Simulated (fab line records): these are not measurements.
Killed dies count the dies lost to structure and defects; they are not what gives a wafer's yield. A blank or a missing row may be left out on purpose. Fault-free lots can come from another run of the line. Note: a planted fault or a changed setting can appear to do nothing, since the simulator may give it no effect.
fab line records | flow gf180mcu
record: lots: 12 wafers: 36 last_day: 33
route steps=602 shown M4@461 V5@554 PASSIVATION@589
lots untouched by any fault: they come from a run of this same line in which no faults occurred
start_h: hours from the record's first day to the start of the lot's first wafer shown | wait_h: hours since the lot's step before | " the same as in the row above | L1.1+2: a row that stands for several wafers | - no value present, or no start provided | * or withheld: withheld | < > ~ a bound
route shown NAME@n: NAME is a module with steps in the file, n the number in the route of the first one | usual: the fault-free wafers' mean and standard deviation | same: alike in all rows | chamber/n: place in a boat | sites: the reading at each site | _std_site: standard deviation across them | _edge_site: the outer-site mean with the inner-site mean subtracted | radius_mm: for every site, how far away it sits from the centre of the wafer | mask NAME#n: copy n | behind: the tool/chamber that last shaped the wafer | hold: what put the lot on hold/how long, in hours/how the hold closed | device: which transistor (n, p or np) failed to switch | end of line: the tests these same wafers got at the end of their route | where a step has no rows: the recipe by itself | killed: count of dies lost to structure and defects at first sort (not the wafer's yield) | map: a wafer's dies, x killed, . not, _ none there
set.NAME: setting as actually run; set.NAME@STEP: the setting as run at that earlier step | model.NAME: the simulator's own value behind a step, which no gauge read
a sample of lots followed through the steps of the route, with each step as a table and each wafer as a row
services: when a tool's chamber went out of use (start_h, in hours from the record's first day, below 0 if earlier), for how many hours, and the reason
== steps ==
step: GF_M4_RS_MEAS_05
recipe: thk_meas_gauge: four-point-probe reads: TiN_of_M4_SPUTTER_04+Ti_of_M4_SPUTTER_03+AlCu_of_M4_SPUTTER_02+TiN_of_M4_SPUTTER_01+Ti_of_M4_SPUTTER_00
usual: M4_ALCU_RS: 0.0696/0.00075
columns lot.wafer tool chamber start_h wait_h M4_ALCU_RS[ohm/sq]
L627.2 film_metro-01 - 516.54 0.0 0.0680
L627.4 " - " " 0.0686
L627.5 " - " " 0.0685
L628.1 film_metro-02 - 522.69 0.0 0.0696
L628.4 " - " " 0.0701
L628.6 " - " " 0.0701
L629.1 film_metro-01 - 532.78 0.0 0.0711
L629.3 " - " " 0.0710
L629.6 " - " " 0.0710
L630.2 film_metro-04 - 535.21 0.0 0.0696
L630.3 " - " " 0.0712
L630.5 " - " " 0.0698
L631.1 film_metro-04 - 543.87 0.0 0.0704
L631.3 " - " " 0.0695
L631.6 " - " " 0.0701
L632.3 film_metro-04 - 554.76 0.1 0.0698
L632.5 " - " " 0.0700
L632.6 " - " " 0.0695
L635.2 film_metro-04 - 579.24 0.0 0.0698
L635.3 " - " " 0.0703
L635.6 " - " " 0.0704
L641.1 film_metro-01 - 632.47 0.0 0.0696
L641.3 " - " " 0.0696
L641.5 " - " " 0.0694
L643.3 film_metro-04 - 646.74 0.1 0.0689
L643.4 " - " " 0.0686
L643.6 " - " " 0.0691
L644.1 film_metro-04 - 661.27 0.0 0.0693
L644.4 " - " " 0.0694
L644.6 " - " " 0.0694
L645.4 film_metro-02 - 666.97 0.1 0.0695
L645.5 " - " " 0.0708
L645.6 " - " " 0.0694
L646.1 film_metro-01 - 674.64 0.0 0.0693
L646.5 " - " " 0.0699
L646.6 " - " " 0.0699
step: GF_M4_METAL_ETCH_16
recipe: chemistry: Cl2/BCl3 mask_material: KrF target_depth_nm: 750.8 stop_on: SiO2 pressure_mtorr: 8 icp_w: 800 bias_w: 140 Cl2_flow_sccm: 80 bcl3_flow_sccm: 40 time_s: 125.1
usual: drypump_motor_current_A: 5.5/0.33 oes_product_au: 0.991/0.0061 throttle_valve_pct: 28.228/0.0098
columns lot.wafer tool chamber start_h wait_h drypump_motor_current_A oes_product_au rf_hours_counter_h throttle_valve_pct
L627.2 rie_metal-01 0 539.19 0.0 6.0 0.994 10.8 28.224
L627.4 " 0 " " 6.0 0.991 - 28.225
L627.5 " 0 " " 6.0 0.991 - 28.219
L628.1 rie_metal-03 0 545.34 0.0 5.1 0.996 4.7 28.216
L628.4 " 0 " " 5.1 0.987 - 28.209
L628.6 " 1 " " 5.5 1.001 - 28.229
L629.1 rie_metal-03 0 555.31 0.0 5.1 1.001 5.1 28.219
L629.3 " 1 " " 5.5 0.997 - 28.231
L629.6 " 1 " " 5.5 0.986 - 28.226
L630.2 rie_metal-01 1 557.67 0.0 5.6 0.994 4.3 28.230
L630.3 " 1 " " 5.5 0.990 - 28.236
L630.5 " 0 " " 5.9 0.988 - 28.228
L631.1 rie_metal-02 0 566.56 0.0 5.6 0.987 6.6 28.244
L631.3 " 0 " " 5.6 0.995 - 28.222
L631.6 " 0 " " 5.6 0.983 - 28.217
L632.3 rie_metal-03 0 577.40 0.1 5.1 0.990 - 28.220
L632.5 " 1 " " 5.5 0.993 - 28.224
L632.6 " 0 " " 5.1 1.001 - 28.212
L635.2 rie_metal-02 0 601.42 0.0 5.6 0.987 7.6 28.209
L635.3 " 1 " " 4.9 0.991 - 28.236
L635.6 " 0 " " 5.6 0.990 - 28.233
L641.1 rie_metal-01 0 652.71 0.0 5.9 0.998 1.6 28.242
L641.3 " 1 " " 5.6 0.988 - 28.244
L641.5 " 0 " " 5.9 1.001 - 28.227
L643.3 rie_metal-01 1 666.95 0.1 5.6 0.987 - 28.221
L643.4 " 1 " " 5.6 0.984 - 28.239
L643.6 " 1 " " 5.6 0.980 - 28.234
L644.1 rie_metal-01 1 680.84 0.0 5.6 0.982 9.3 28.232
L644.4 " 1 " " 5.6 0.978 - 28.245
L644.6 " 1 " " 5.5 0.981 - 28.220
L645.4 rie_metal-03 1 686.36 0.1 5.5 0.989 - 28.232
L645.5 " 0 " " 5.1 0.993 - 28.223
L645.6 " 1 " " 5.5 0.990 - 28.216
L646.1 rie_metal-03 1 694.07 0.0 5.5 0.985 7.8 28.221
L646.5 " 0 " " 5.1 1.002 - 28.241
L646.6 " 1 " " 5.5 0.988 - 28.215
step: GF_V5_CD_MEAS_14
recipe: target_cd_nm: 260
usual: cd_nm: 260.1/0.99
columns lot.wafer tool chamber start_h wait_h cd_nm
L627.2 cd_sem-01 - 631.38 0.1 258.6
L627.4 " - " " 258.8
L627.5 " - " " 257.9
L628.1 cd_sem-02 - 636.33 0.1 259.8
L628.4 " - " " 260.9
L628.6 " - " " 259.8
L629.1 cd_sem-01 - 645.95 0.1 260.8
L629.3 " - " " 260.9
L629.6 " - " " 260.8
L630.2 cd_sem-02 - 647.85 0.1 261.1
L630.3 " - " " 260.3
L630.5 " - " " 260.2
L631.1 cd_sem-02 - 656.40 0.1 259.8
L631.3 " - " " 259.2
L631.6 " - " " 259.3
L632.3 cd_sem-01 - 665.90 0.1 260.8
L632.5 " - " " 261.1
L632.6 " - " " 261.4
L635.2 cd_sem-02 - 688.50 0.1 259.2
L635.3 " - " " 259.7
L635.6 " - " " 259.2
L641.1 cd_sem-02 - 731.85 0.1 259.4
L641.3 " - " " 259.4
L641.5 " - " " 260.6
L643.3 cd_sem-01 - 744.97 0.1 259.9
L643.4 " - " " 260.1
L643.6 " - " " 259.6
L644.1 cd_sem-01 - 756.93 0.1 258.3
L644.4 " - " " 259.9
L644.6 " - " " 259.4
L645.4 cd_sem-01 - 761.99 0.1 259.7
L645.5 " - " " 260.3
L645.6 " - " " 260.8
L646.1 cd_sem-01 - 767.00 0.1 260.3
L646.5 " - " " 261.6
L646.6 " - " " 261.2
step: GF_PASSIVATION_CVD_02
recipe: material: Si3N4 target_thk_nm: 700 time_s: 486.18 temp_c: 400 rf_w: 450
usual: heater_power_w: 681/90 rf_fwd_power_W: 449.2/1.4
columns lot.wafer tool chamber start_h wait_h heater_power_w rf_fwd_power_W
L627.2 pecvd-04 0 654.58 0.0 606 448.6
L627.4 " 1 " " 638 449.4
L627.5 " 2 " " 543 449.2
L628.1 pecvd-01 0 659.31 0.1 827 449.3
L628.4 " 2 " " 629 449.6
L628.6 " 0 " " 841 452.8
L629.1 pecvd-02 0 668.51 0.1 723 448.8
L629.3 " 1 " " 773 448.6
L629.6 " 1 " " 585 448.2
L630.2 pecvd-01 1 670.49 0.0 556 449.0
L630.3 " 0 " " 744 448.5
L630.5 " 0 " " 777 450.2
L631.1 pecvd-02 2 677.97 0.1 816 449.4
L631.3 " 0 " " 722 449.7
L631.6 " 2 " " 681 450.2
L632.3 pecvd-01 1 687.63 0.0 549 451.1
L632.5 " 1 " " 563 450.3
L632.6 " 0 " " 832 447.6
L635.2 pecvd-04 1 708.92 0.0 707 452.7
L635.3 " 1 " " 758 449.8
L635.6 " 1 " " 790 450.3
L641.1 pecvd-01 1 750.80 0.1 535 448.7
L641.3 " 0 " " 842 448.7
L641.5 " 2 " " 739 268.1
L643.3 pecvd-01 0 763.80 0.0 785 448.0
L643.4 " 2 " " 601 269.3
L643.6 " 0 " " 820 448.3
L644.1 pecvd-04 2 775.88 0.1 707 448.6
L644.4 " 1 " " 657 451.6
L644.6 " 2 " " 576 447.3
L645.4 pecvd-04 0 780.71 0.2 601 448.6
L645.5 " 1 " " 774 449.0
L645.6 " 2 " " 572 450.9
L646.1 pecvd-02 1 785.78 0.1 692 449.2
L646.5 " 1 " " 704 449.7
L646.6 " 0 " " 741 447.8
step: GF_PASSIVATION_THK_MEAS_03
recipe: reads: Si3N4_of_PASSIVATION_CVD_02
usual: PASSIVATION_CVD_02_THK: 700/9.3
columns lot.wafer tool chamber start_h wait_h PASSIVATION_CVD_02_THK[nm]
L627.2 film_metro-01 - 654.88 0.2 687
L627.4 " - " " 718
L627.5 " - " " 701
L628.1 film_metro-01 - 659.60 0.1 702
L628.4 " - " " 706
L628.6 " - " " 717
L629.1 film_metro-02 - 668.80 0.1 688
L629.3 " - " " 698
L629.6 " - " " 705
L630.2 film_metro-03 - 670.79 0.2 700
L630.3 " - " " 702
L630.5 " - " " 703
L631.1 film_metro-03 - 678.26 0.1 694
L631.3 " - " " 704
L631.6 " - " " 711
L632.3 film_metro-02 - 687.94 0.2 682
L632.5 " - " " 704
L632.6 " - " " 708
L635.2 film_metro-01 - 709.36 0.3 706
L635.3 " - " " 717
L635.6 " - " " 719
L641.1 film_metro-01 - 751.09 0.1 692
L641.3 " - " " 683
L641.5 " - " " 605
L643.3 film_metro-03 - 764.11 0.2 687
L643.4 " - " " 612
L643.6 " - " " 720
L644.1 film_metro-01 - 776.17 0.1 684
L644.4 " - " " 700
L644.6 " - " " 706
L645.4 film_metro-03 - 780.88 0.0 701
L645.5 " - " " 707
L645.6 " - " " 703
L646.1 film_metro-02 - 786.07 0.1 705
L646.5 " - " " 721
L646.6 " - " " 711
== services ==
columns tool chamber start_h hours kind
pecvd-04 2 538.19 5.3 repair
pecvd-01 - 574.14 0.8 pm
rie_metal-01 0 581.28 - clean
rie_metal-01 0 581.28 17.8 scheduled_down
rie_metal-01 0 581.28 17.8 vent_cycle
pecvd-01 - 589.03 1.4 repair
pecvd-02 2 591.93 7.0 repair
pecvd-02 - 610.52 2.9 repair
rie_metal-01 0 663.44 14.1 repair
pecvd-01 - 680.56 2.8 pm
pecvd-04 - 696.26 2.8 pm
pecvd-01 - 700.21 1.7 repair
pecvd-01 - 700.51 1.6 repair
pecvd-04 0 701.41 10.5 repair
pecvd-01 - 707.68 5.5 pm
pecvd-01 2 740.21 1.9 repair
rie_metal-03 - 748.17 0.4 repair
pecvd-04 - 785.02 28.1 pm
== key ==
first_sign: step: GF_PASSIVATION_CVD_02 reading: rf_fwd_power_W direction: down sigmas: 99+ usual: 449.2 struck: 268.7
effect: step: GF_PASSIVATION_THK_MEAS_03 reading: PASSIVATION_CVD_02_THK direction: down sigmas: 9.8 usual: 700 struck: 608
met_at GF_PASSIVATION_CVD_02
struck_lots L641,L643
struck_wafers L641.5,L643.4
not_acting_at GF_M4_RS_MEAS_05,GF_M4_METAL_ETCH_16,GF_V5_CD_MEAS_14
onset_between 659.31 750.80
fault: kind: process_parameter_drift tool: pecvd-01 chamber: 2 onset_h: 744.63 steps: GF_PASSIVATION_CVD_02 channel: rf_w offset: -180 shape: step end_h: 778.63 acts_in: these_recipes_only stated: 450
